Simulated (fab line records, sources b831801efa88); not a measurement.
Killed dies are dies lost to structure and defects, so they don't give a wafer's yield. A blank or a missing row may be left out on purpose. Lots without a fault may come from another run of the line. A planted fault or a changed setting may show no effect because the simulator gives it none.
fab line records | flow sky130
record lots=6 wafers=18 last_day=49
route steps=708 shown VIA3@590 METAL4@598 CAP2M@603 PAD_OPEN@708
lots that met no fault: from a run of the same line without faults
start_h: hours from the record's first day to the start of the lot's first wafer shown | wait_h: hours since the lot's step before | " the same as in the row above | L1.1+2: a row that stands for several wafers | - no value, or no start given | * or withheld: withheld | < > ~ a bound
route shown NAME@n: a module of which the file shows steps, and the number in the route of the first | usual: mean/standard deviation of fault-free wafers | same: alike in all rows | chamber/n: place in a boat | sites: the reading at each site | _std_site: their standard deviation | _edge_site: outer sites' mean less inner sites' | radius_mm: how far each site lies from the wafer's centre | mask NAME#n: copy n | behind: the tool/chamber that last shaped the wafer | hold: why the lot was held/for how many hours/how that ended | device: the transistor (n, p or np) that didn't switch | end of line: the same wafers' tests at the end of the route | a step without rows: its recipe alone | killed: dies lost to structure and defects at the first sort, not the wafer's yield | map: a wafer's dies, x killed, . not, _ none there
set.NAME: the setting as run; set.NAME@STEP: as run at that earlier step | model.NAME: the simulator's own value behind a step, which no gauge read
lots at some steps of the route; a table a step, a row a wafer
services: from which hour (start_h, from the record's first day; less than 0 if before it) a tool's chamber was out of use, for how many hours, and why
## steps
# step SKY_VIA3_STRIP_17
# recipe chemistry=post_etch_residue_remover time_s=1200 temp_c=72.5
# step SKY_VIA3_CLEAN_18
# recipe chemistry=IPA time_s=180 temp_c=25
# step SKY_VIA3_CLEAN_19
# recipe chemistry=O3/DIW dry=n2_spin
# step SKY_VIA3_SPUTTER_20
# recipe material=TiN target_thk_nm=20 chamber_pressure_pa=5 power_w=4000 time_s=80
# usual chamber_pressure_pa=5.000/0.0097 throttle_valve_pct=30.2/0.82
# columns lot.wafer tool chamber start_h wait_h chamber_pressure_pa throttle_valve_pct
L315.3 pvd_sputter-02 - 980.54 0.0 5.018 30.9
L315.5 " - " " 5.015 31.7
L315.6 " - " " 5.006 31.1
L317.2 pvd_sputter-01 - 989.71 0.0 4.969 30.4
L317.4 " - " " 5.004 29.4
L317.6 " - " " 4.994 29.9
L318.3 pvd_sputter-03 - 993.40 0.0 4.993 30.9
L318.5 " - " " 5.014 30.6
L318.6 " - " " 5.003 28.8
L320.1 pvd_sputter-02 - 1011.30 0.0 5.002 30.7
L320.4 " - " " 5.007 31.3
L320.6 " - " " 5.010 30.2
L325.2 pvd_sputter-03 - 1044.62 0.0 5.005 30.7
L325.4 " - " " 4.989 28.4
L325.5 " - " " 5.005 28.6
L328.1 pvd_sputter-01 - 1064.62 0.0 4.996 29.0
L328.2 " - " " 4.990 30.8
L328.6 " - " " 5.007 29.0
# step SKY_VIA3_CVD_21
# recipe material=W target_thk_nm=390 time_s=117.31 temp_c=400 pressure_torr=40
# step SKY_VIA3_RS_MEAS_22
# recipe thk_meas_gauge=four-point-probe reads=W_of_VIA3_CVD_21+TiN_of_VIA3_SPUTTER_20
# usual VIA3_W_RS=0.2933/0.0029
# columns lot.wafer tool chamber start_h wait_h VIA3_W_RS[ohm/sq]
L315.3 film_metro-03 - 980.77 0.1 0.2904
L315.5 " - " " 0.2888
L315.6 " - " " 0.2943
L317.2 film_metro-04 - 989.91 0.1 0.2911
L317.4 " - " " 0.2938
L317.6 " - " " 0.2909
L318.3 film_metro-04 - 993.62 0.1 0.2885
L318.5 " - " " 0.2916
L318.6 " - " " 0.2921
L320.1 film_metro-03 - 1011.49 0.1 0.2910
L320.4 " - " " 0.2892
L320.6 " - " " 0.2919
L325.2 film_metro-04 - 1044.82 0.1 0.2907
L325.4 " - " " 0.2912
L325.5 " - " " 0.2956
L328.1 film_metro-04 - 1064.93 0.2 0.2945
L328.2 " - " " 0.2945
L328.6 " - " " 0.2943
# step SKY_VIA3_THK_MEAS_23
# recipe thk_meas_gauge=xrf reads=W_of_VIA3_CVD_21
# usual VIA3_W_THK=379/5.6
# columns lot.wafer tool chamber start_h wait_h VIA3_W_THK[nm]
L315.3 film_metro-03 - 980.87 0.1 376
L315.5 " - " " 378
L315.6 " - " " 372
L317.2 film_metro-04 - 990.02 0.1 387
L317.4 " - " " 384
L317.6 " - " " 389
L318.3 film_metro-04 - 993.72 0.1 392
L318.5 " - " " 386
L318.6 " - " " 384
L320.1 film_metro-03 - 1011.61 0.1 386
L320.4 " - " " 385
L320.6 " - " " 382
L325.2 film_metro-04 - 1044.93 0.1 382
L325.4 " - " " 385
L325.5 " - " " 379
L328.1 film_metro-04 - 1065.05 0.1 382
L328.2 " - " " 382
L328.6 " - " " 383
# step SKY_VIA3_CMP_24
# recipe stop_on=SiO2 t_overpolish_s=20 down_force_psi=3.5 platen_rpm=60 target_thk_nm=0 pad_velocity_m_s=0.94248
# step SKY_METAL4_SPUTTER_00
# recipe material=Ti target_thk_nm=15 power_w=3000 time_s=10 chamber_pressure_pa=0.4
# usual chamber_pressure_pa=0.4000/0.00079 throttle_valve_pct=29.9/0.77
# columns lot.wafer tool chamber start_h wait_h chamber_pressure_pa throttle_valve_pct
L315.3 pvd_sputter-01 - 981.21 0.2 0.3992 29.3
L315.5 " - " " 0.3995 30.4
L315.6 " - " " 0.3994 29.8
L317.2 pvd_sputter-04 - 990.37 0.1 0.3988 29.9
L317.4 " - " " 0.4012 30.0
L317.6 " - " " 0.4003 28.9
L318.3 pvd_sputter-04 - 994.06 0.1 0.3992 29.8
L318.5 " - " " 0.4008 29.3
L318.6 " - " " 0.4005 30.1
L320.1 pvd_sputter-04 - 1011.97 0.1 0.3999 29.3
L320.4 " - " " 0.4004 28.8
L320.6 " - " " 0.3999 28.8
L325.2 pvd_sputter-02 - 1045.28 0.2 0.4014 30.3
L325.4 " - " " 0.3991 31.0
L325.5 " - " " 0.4007 30.5
L328.1 pvd_sputter-01 - 1065.41 0.2 0.4007 29.2
L328.2 " - " " 0.3997 30.1
L328.6 " - " " 0.4003 30.2
# step SKY_METAL4_SPUTTER_01
# recipe material=TiN target_thk_nm=20 power_w=6500 time_s=16.7 chamber_pressure_pa=0.4
# step SKY_METAL4_SPUTTER_02
# recipe material=AlCu target_thk_nm=735 power_w=10600 time_s=39.1 chamber_pressure_pa=0.4
# usual chamber_pressure_pa=0.4001/0.00081 throttle_valve_pct=29.9/0.74
# columns lot.wafer tool chamber start_h wait_h chamber_pressure_pa throttle_valve_pct
L315.3 pvd_sputter-01 - 981.26 0.0 0.4019 29.1
L315.5 " - " " 0.3996 30.6
L315.6 " - " " 0.3995 29.9
L317.2 pvd_sputter-04 - 990.42 0.0 0.4004 30.1
L317.4 " - " " 0.4007 30.2
L317.6 " - " " 0.4004 29.3
L318.3 pvd_sputter-04 - 994.11 0.0 0.3996 29.8
L318.5 " - " " 0.4007 29.5
L318.6 " - " " 0.3998 29.7
L320.1 pvd_sputter-04 - 1012.01 0.0 0.4009 29.6
L320.4 " - " " 0.3985 28.7
L320.6 " - " " 0.3991 28.7
L325.2 pvd_sputter-02 - 1045.33 0.0 0.4009 30.4
L325.4 " - " " 0.4010 30.9
L325.5 " - " " 0.4001 30.7
L328.1 pvd_sputter-01 - 1065.46 0.0 0.3991 29.1
L328.2 " - " " 0.4005 30.1
L328.6 " - " " 0.3995 29.8
# step SKY_METAL4_SPUTTER_03
# recipe material=Ti target_thk_nm=5 power_w=3000 time_s=3.3 chamber_pressure_pa=0.4
# usual chamber_pressure_pa=0.4001/0.0008 throttle_valve_pct=29.9/0.76
# columns lot.wafer tool chamber start_h wait_h chamber_pressure_pa throttle_valve_pct
L315.3 pvd_sputter-01 - 981.30 0.0 0.3999 29.3
L315.5 " - " " 0.3990 30.4
L315.6 " - " " 0.4015 30.0
L317.2 pvd_sputter-04 - 990.46 0.0 0.4008 30.0
L317.4 " - " " 0.4010 30.1
L317.6 " - " " 0.3992 29.2
L318.3 pvd_sputter-04 - 994.15 0.0 0.4002 30.0
L318.5 " - " " 0.4005 29.2
L318.6 " - " " 0.3995 30.1
L320.1 pvd_sputter-04 - 1012.05 0.0 0.3996 29.7
L320.4 " - " " 0.4004 28.6
L320.6 " - " " 0.3991 29.0
L325.2 pvd_sputter-02 - 1045.37 0.0 0.4005 30.3
L325.4 " - " " 0.4021 31.4
L325.5 " - " " 0.4009 30.4
L328.1 pvd_sputter-01 - 1065.50 0.0 0.3996 29.4
L328.2 " - " " 0.3997 30.0
L328.6 " - " " 0.3999 30.2
# step SKY_METAL4_SPUTTER_04
# recipe material=TiN target_thk_nm=70 power_w=6500 time_s=58.3 chamber_pressure_pa=0.4
# usual chamber_pressure_pa=0.4000/0.00087 throttle_valve_pct=29.9/0.77
# columns lot.wafer tool chamber start_h wait_h chamber_pressure_pa throttle_valve_pct model.TiN_of_METAL4_SPUTTER_04.thk_nm
L315.3 pvd_sputter-01 - 981.31 0.0 0.3997 29.1 71.03
L315.5 " - " " 0.4006 30.7 71.84
L315.6 " - " " 0.4004 30.0 70.41
L317.2 pvd_sputter-04 - 990.47 0.0 0.3994 29.9 70.73
L317.4 " - " " 0.4008 29.8 70.32
L317.6 " - " " 0.3992 29.2 68.58
L318.3 pvd_sputter-04 - 994.17 0.0 0.4003 30.1 46.77
L318.5 " - " " 0.3998 29.4 44.59
L318.6 " - " " 0.4004 29.9 46.88
L320.1 pvd_sputter-04 - 1012.07 0.0 0.4005 29.6 45.65
L320.4 " - " " 0.3997 28.9 46.84
L320.6 " - " " 0.3995 28.8 46.16
L325.2 pvd_sputter-02 - 1045.39 0.0 0.3992 30.4 70.21
L325.4 " - " " 0.4005 31.4 69.7
L325.5 " - " " 0.3994 30.2 69.95
L328.1 pvd_sputter-01 - 1065.52 0.0 0.4004 29.0 69.91
L328.2 " - " " 0.4004 30.3 70.27
L328.6 " - " " 0.3986 29.9 70.16
# step SKY_CAP2M_CVD_00
# recipe material=SiO2 target_thk_nm=15.5 temp_c=400 time_s=withheld rf_w=450
# usual heater_power_outer_w=470/63 heater_power_w=752/110
# columns lot.wafer tool chamber start_h wait_h heater_power_outer_w heater_power_w
L315.3 pecvd-03 2 981.36 0.0 476 746
L315.5 " 0 " " 502 793
L315.6 " 1 " " 516 779
L317.2 pecvd-01 2 990.52 0.0 564 852
L317.4 " 1 " " 396 633
L317.6 " 0 " " 603 983
L318.3 pecvd-03 0 994.22 0.0 537 863
L318.5 " 0 " " 545 899
L318.6 " 2 " " 485 761
L320.1 pecvd-03 2 1012.12 0.0 448 726
L320.4 " 2 " " 451 707
L320.6 " 2 " " 441 728
L325.2 pecvd-02 1 1045.44 0.0 433 698
L325.4 " 0 " " 385 573
L325.5 " 1 " " 447 730
L328.1 pecvd-01 2 1065.56 0.0 506 777
L328.2 " 0 " " 552 926
L328.6 " 1 " " 372 616
# step SKY_PAD_OPEN_PROBE_99
# usual defect_limited_yield=82.7/1.7 killed_at_M0_to_M3=41/6.2 killed_at_M4_up=3.0/1.7 killed_at_contacts=25/5.8 killed_at_front_end=16/4.5 killed_at_other=0.2/0.42 killed_dies=85/8.4 killed_open=46/5.9 killed_short=39/6.3 sort_bin_3_pad_short=0.9/0.4 sort_bin_5_function=10.2/1.3 sort_bin_6_memory=6.2/1 sort_n_pass=407/8.4 sort_yield_pct=82.7/1.7
# same gross_dies=492 killed_at_back_side=0 sort_bin_4_leakage[%]=0 sort_bin_8_speed[%]=0
# columns lot.wafer tool chamber start_h wait_h defect_limited_yield[%] killed_at_M0_to_M3 killed_at_M4_up killed_at_contacts killed_at_front_end killed_at_other killed_dies killed_open killed_short sort_bin_3_pad_short[%] sort_bin_5_function[%] sort_bin_6_memory[%] sort_n_pass sort_yield_pct[%] model.etest.via4_chain.rc_ohm
L315.3 prober-02 - 1120.15 0.2 82.1 42 4 25 17 0 88 41 47 0.8 10.4 6.7 404 82.1 0.7892
L315.5 prober-02 - 1120.25 0.2 80.3 45 4 31 16 1 97 57 40 0.4 11.4 7.9 395 80.3 0.8285
L315.6 prober-02 - 1120.30 0.2 84.3 35 3 28 9 2 77 38 39 1.0 7.5 7.1 415 84.3 0.7894
L317.2 prober-02 - 1127.92 0.1 86.0 36 3 16 14 0 69 37 32 1.2 7.5 5.3 423 86.0 0.7887
L317.4 prober-02 - 1128.02 0.2 83.7 35 5 25 15 0 80 52 28 1.2 8.1 6.9 412 83.7 0.7811
L317.6 prober-02 - 1128.12 0.2 85.4 28 2 23 18 1 72 37 35 0.4 9.1 5.1 420 85.4 0.791
L318.3 prober-01 - 1131.75 0.2 82.3 42 3 22 19 1 87 41 46 0.8 10.4 6.5 405 82.3 0.7726
L318.5 prober-01 - 1131.85 0.2 85.6 44 4 13 10 0 71 38 32 1.2 8.3 4.9 421 85.6 0.761
L318.6 prober-01 - 1131.90 0.2 80.3 45 2 39 11 0 97 51 45 0.2 10.0 9.6 395 80.3 0.7429
L320.1 prober-01 - 1145.96 0.1 81.3 47 2 27 16 0 92 50 42 0.8 10.2 7.7 400 81.3 0.7721
L320.4 prober-01 - 1146.11 0.2 81.3 41 7 23 21 0 92 48 44 1.2 9.6 7.9 400 81.3 0.7501
L320.6 prober-01 - 1146.21 0.2 82.3 41 3 20 23 0 87 55 32 1.0 10.8 5.9 405 82.3 0.7785
L325.2 prober-02 - 1172.11 0.1 83.3 37 4 31 10 0 82 51 31 0.2 11.2 5.3 410 83.3 0.8078
L325.4 prober-02 - 1172.21 0.2 84.6 42 2 18 14 0 76 39 37 0.2 9.6 5.7 416 84.6 0.7371
L325.5 prober-02 - 1172.26 0.2 82.7 42 5 22 16 0 85 49 35 0.8 10.8 5.7 407 82.7 0.822
L328.1 prober-02 - 1187.32 0.1 80.5 44 4 34 14 0 96 51 45 1.0 12.6 5.9 396 80.5 0.7759
L328.2 prober-02 - 1187.37 0.1 82.3 40 3 26 18 0 87 52 35 1.2 10.2 6.3 405 82.3 0.7807
L328.6 prober-02 - 1187.57 0.2 82.3 46 1 26 14 0 87 46 41 1.0 10.4 6.3 405 82.3 0.7561
# killed by level:class
L315.3 METAL1:geometric_particle:short=9 VIA3:geometric_particle:open=8 CONTACT:geometric_particle:open=7 LI_CONTACT:geometric_particle:open=6 FIELD_ISO:geometric_particle:open=5 LOCAL_INTERCONNECT:geometric_particle:short=5 CONTACT:geometric_particle:short=5 VIA1:geometric_particle:open=4
L315.5 LI_CONTACT:geometric_particle:open=12 VIA1:geometric_particle:open=10 CONTACT:geometric_particle:open=9 LOCAL_INTERCONNECT:geometric_particle:short=6 METAL1:geometric_particle:short=6 VIA3:geometric_particle:open=6 VIA2:geometric_particle:open=5 FIELD_ISO:geometric_particle:open=4
L315.6 VIA3:geometric_particle:open=9 CONTACT:geometric_particle:short=8 LI_CONTACT:geometric_particle:open=6 CONTACT:geometric_particle:open=6 VIA1:geometric_particle:open=6 LI_CONTACT:geometric_particle:short=5 METAL1:geometric_particle:short=5 VIA2:geometric_particle:short=5
L317.2 VIA1:geometric_particle:open=11 FIELD_ISO:geometric_particle:short=5 FIELD_ISO:geometric_particle:open=4 CONTACT:geometric_particle:short=4 VIA2:geometric_particle:open=4 LI_CONTACT:geometric_particle:open=4 VIA3:geometric_particle:open=4 LOCAL_INTERCONNECT:geometric_particle:short=3
L317.4 VIA1:geometric_particle:open=9 CONTACT:geometric_particle:short=7 CONTACT:geometric_particle:open=7 VIA2:geometric_particle:open=7 FIELD_ISO:geometric_particle:open=6 LI_CONTACT:geometric_particle:open=5 VIA3:geometric_particle:open=5 POLY_GATE:geometric_particle:open=3
L317.6 CONTACT:geometric_particle:open=11 VIA2:geometric_particle:open=6 FIELD_ISO:geometric_particle:short=5 POLY_GATE:geometric_particle:short=5 METAL1:geometric_particle:short=5 FIELD_ISO:geometric_particle:open=4 LOCAL_INTERCONNECT:geometric_particle:short=4 METAL2:geometric_particle:short=4
L318.3 VIA1:geometric_particle:open=12 CONTACT:geometric_particle:open=7 VIA2:geometric_particle:open=6 FIELD_ISO:geometric_particle:open=5 POLY_GATE:geometric_particle:short=5 LOCAL_INTERCONNECT:geometric_particle:short=5 METAL2:geometric_particle:short=5 VIA1:geometric_particle:short=5
L318.5 VIA1:geometric_particle:open=17 METAL2:geometric_particle:short=7 CONTACT:geometric_particle:short=6 POLY_GATE:geometric_particle:open=4 CONTACT:geometric_particle:open=4 VIA1:geometric_particle:short=4 FIELD_ISO:geometric_particle:short=3 VIA2:geometric_particle:open=3
L318.6 CONTACT:geometric_particle:open=15 LI_CONTACT:geometric_particle:open=12 VIA1:geometric_particle:open=10 VIA1:geometric_particle:short=6 CONTACT:geometric_particle:short=6 METAL1:geometric_particle:short=5 VIA2:geometric_particle:short=5 POLY_GATE:geometric_particle:open=4
L320.1 VIA1:geometric_particle:open=14 CONTACT:geometric_particle:open=11 VIA1:geometric_particle:short=7 VIA2:geometric_particle:open=7 FIELD_ISO:geometric_particle:short=6 FIELD_ISO:geometric_particle:open=4 LOCAL_INTERCONNECT:geometric_particle:short=4 LOCAL_INTERCONNECT:geometric_particle:open=4
L320.4 CONTACT:geometric_particle:open=10 VIA1:geometric_particle:open=9 FIELD_ISO:geometric_particle:open=7 METAL4:geometric_particle:short=7 LI_CONTACT:geometric_particle:open=6 VIA3:geometric_particle:open=6 METAL2:geometric_particle:short=6 FIELD_ISO:geometric_particle:short=5
L320.6 FIELD_ISO:geometric_particle:open=13 VIA1:geometric_particle:open=11 CONTACT:geometric_particle:open=9 VIA3:geometric_particle:open=7 LI_CONTACT:geometric_particle:open=6 FIELD_ISO:geometric_particle:short=5 VIA1:geometric_particle:short=5 METAL1:geometric_particle:short=4
L325.2 CONTACT:geometric_particle:open=13 VIA1:geometric_particle:open=10 LI_CONTACT:geometric_particle:open=7 VIA2:geometric_particle:open=5 VIA1:geometric_particle:short=5 VIA3:geometric_particle:open=5 LOCAL_INTERCONNECT:geometric_particle:short=4 CONTACT:geometric_particle:short=4
L325.4 VIA2:geometric_particle:open=10 CONTACT:geometric_particle:open=7 CONTACT:geometric_particle:short=5 VIA1:geometric_particle:short=5 VIA3:geometric_particle:short=5 VIA3:geometric_particle:open=5 POLY_GATE:geometric_particle:short=4 VIA1:geometric_particle:open=4
L325.5 VIA1:geometric_particle:open=11 CONTACT:geometric_particle:open=7 METAL2:geometric_particle:short=7 LI_CONTACT:geometric_particle:open=6 FIELD_ISO:geometric_particle:open=5 VIA2:geometric_particle:open=5 POLY_GATE:geometric_particle:open=4 CONTACT:geometric_particle:short=4
L328.1 CONTACT:geometric_particle:open=17 VIA1:geometric_particle:open=15 CONTACT:geometric_particle:short=10 METAL1:geometric_particle:short=6 LI_CONTACT:geometric_particle:open=5 FIELD_ISO:geometric_particle:short=4 METAL2:geometric_particle:short=4 VIA2:geometric_particle:short=3
L328.2 CONTACT:geometric_particle:open=16 VIA1:geometric_particle:open=12 POLY_GATE:geometric_particle:short=8 VIA3:geometric_particle:open=5 FIELD_ISO:geometric_particle:short=4 LI_CONTACT:geometric_particle:open=4 VIA2:geometric_particle:short=4 VIA2:geometric_particle:open=4
L328.6 CONTACT:geometric_particle:open=11 VIA1:geometric_particle:open=11 VIA3:geometric_particle:open=8 CONTACT:geometric_particle:short=7 VIA1:geometric_particle:short=7 FIELD_ISO:geometric_particle:open=5 LI_CONTACT:geometric_particle:open=5 VIA3:geometric_particle:short=5
## services
# columns tool chamber start_h hours kind
pecvd-01 2 959.44 5.5 scheduled_down
pvd_sputter-03 - 959.51 15.5 repair
pecvd-02 0 961.67 6.5 repair
pecvd-02 0 985.42 2.1 scheduled_down
pvd_sputter-04 1 988.64 - consumable_replace:kit
pvd_sputter-04 1 988.64 18.0 scheduled_down
pvd_sputter-04 1 988.64 18.0 vent_cycle
pecvd-02 0 999.12 5.6 repair
pecvd-03 1 999.38 - clean
pecvd-03 1 999.38 - consumable_replace:showerhead
pecvd-03 1 999.38 29.0 scheduled_down
pecvd-03 1 999.38 29.0 vent_cycle
pvd_sputter-01 1 999.42 - consumable_replace:kit
pvd_sputter-01 1 999.42 18.0 scheduled_down
pvd_sputter-01 1 999.42 18.0 vent_cycle
pecvd-02 2 1031.29 4.6 scheduled_down
pecvd-01 0 1032.57 6.5 repair
pecvd-03 1 1046.25 5.5 scheduled_down
## key
first_sign none at tools or gauges
model_effect step=SKY_METAL4_SPUTTER_04 value=TiN_of_METAL4_SPUTTER_04.thk_nm without=69.95 struck=46.15
model_effect step=SKY_PAD_OPEN_PROBE_99 value=etest.via4_chain.rc_ohm without=0.8053 struck=0.7629
met_at SKY_METAL4_SPUTTER_04
struck_wafers L318.3,L318.5,L318.6,L320.1,L320.4,L320.6
onset_between 990.47 994.17
also_fits SKY_METAL4_SPUTTER_00:pvd_sputter-04,SKY_METAL4_SPUTTER_02:pvd_sputter-04,SKY_METAL4_SPUTTER_03:pvd_sputter-04
fault kind=process_parameter_drift tool=pvd_sputter-04 chamber=- onset_h=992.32 steps=SKY_METAL4_SPUTTER_04 channel=target_thk_nm offset=-23.807 shape=step end_h=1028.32 acts_in=these_recipes_only stated=70
